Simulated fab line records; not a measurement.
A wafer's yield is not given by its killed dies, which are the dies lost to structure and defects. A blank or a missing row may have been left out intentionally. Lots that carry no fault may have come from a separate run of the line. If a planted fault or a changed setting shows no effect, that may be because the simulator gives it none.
8D (eight disciplines) problem report, filled in by code	flow sky130	the parts of the form that need people (team, actions taken, sign-off) are left out

== 1. WHAT WENT WRONG ==
Across 6 wafers from 2 lots, FIELD_ISO_OXIDATION_00_THK at SKY_FIELD_ISO_THK_MEAS_02 averages 14.79 nm, while fault-free wafers read 12.11 nm with a standard deviation of 0.24. Relative to the usual mean, that is a shift of +11 standard deviations.
First seen on wafer L883.2, day 3 03:38, on film metro-03. At this step, 42 wafers from 14 lots have a number in the record. Rule for "out" (also "out of limits"): further than 4 standard deviations from the usual mean. The other wafers with a number count as sound.

== 2. WHAT THIS IS AND IS NOT ==
question	is	is not
which readings at this step	FIELD_ISO_OXIDATION_00_THK	-
which lots	L883, L887	L875, L888, L889, L890, L891, L892, L893, L894, L895, L896, L897, L898
which wafers of those lots	all that have a number	-
read on which gauges	film metro-03	film metro-02, film metro-04
when	from day 3 03:38	up to then (3 sound wafers); but 33 sound wafers of L888, L889, L890, L891, L892, L893, L894, L895, L896, L897, L898 came after

== 3. WHAT RULES OUT EACH SUSPECT ==
Counting: a tool stays on the suspect list if, at a process step up to the reading, it processed all lots that are out and no sound lot following the first of them.
- the gauge at SKY_FIELD_ISO_THK_MEAS_02: kept. All the wafers that are out were read on film metro-03, and no step on other tools shows them out.
The count leaves film metro-03 at SKY_FIELD_ISO_THK_MEAS_02.

== 4. THE CAUSE (what the simulator had put in) ==
Metrology matching offset: film metro-03, from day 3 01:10 on, at SKY_FIELD_ISO_THK_MEAS_02. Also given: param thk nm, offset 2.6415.
The count eliminated every tool but this one.

== 5. THE EFFECT CHAIN, in route order ==
Each row: a reading whose mean over the struck wafers that have a number lies more than 3 standard deviations from the usual. Only readings for which the record gives a usual standard deviation are gone through. hours: the time from each lot's start at the first step in this table that gives one to its start at this step, as a median over the lots. sigmas: the change in usual standard deviations.
hours	step	reading	usual	on struck wafers	change	sigmas
0	SKY_FIELD_ISO_THK_MEAS_02	FIELD_ISO_OXIDATION_00_THK	12.11 nm	14.79	+2.68	+11
Later steps that measure or inspect, where all struck wafers having a row at the step show a number for every such reading and not one has moved that far: SKY_NWELL_THK_MEAS_02, SKY_DNWELL_TW_MEAS_09, SKY_VT_ADJUST_NCORE_TW_MEAS_11.

== 6. HOW IT WOULD HAVE BEEN CAUGHT EARLIER ==
The first out-of-limits reading at a measuring or inspecting step in this record came at day 3 03:38, 2 hours after the fault's start at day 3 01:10.
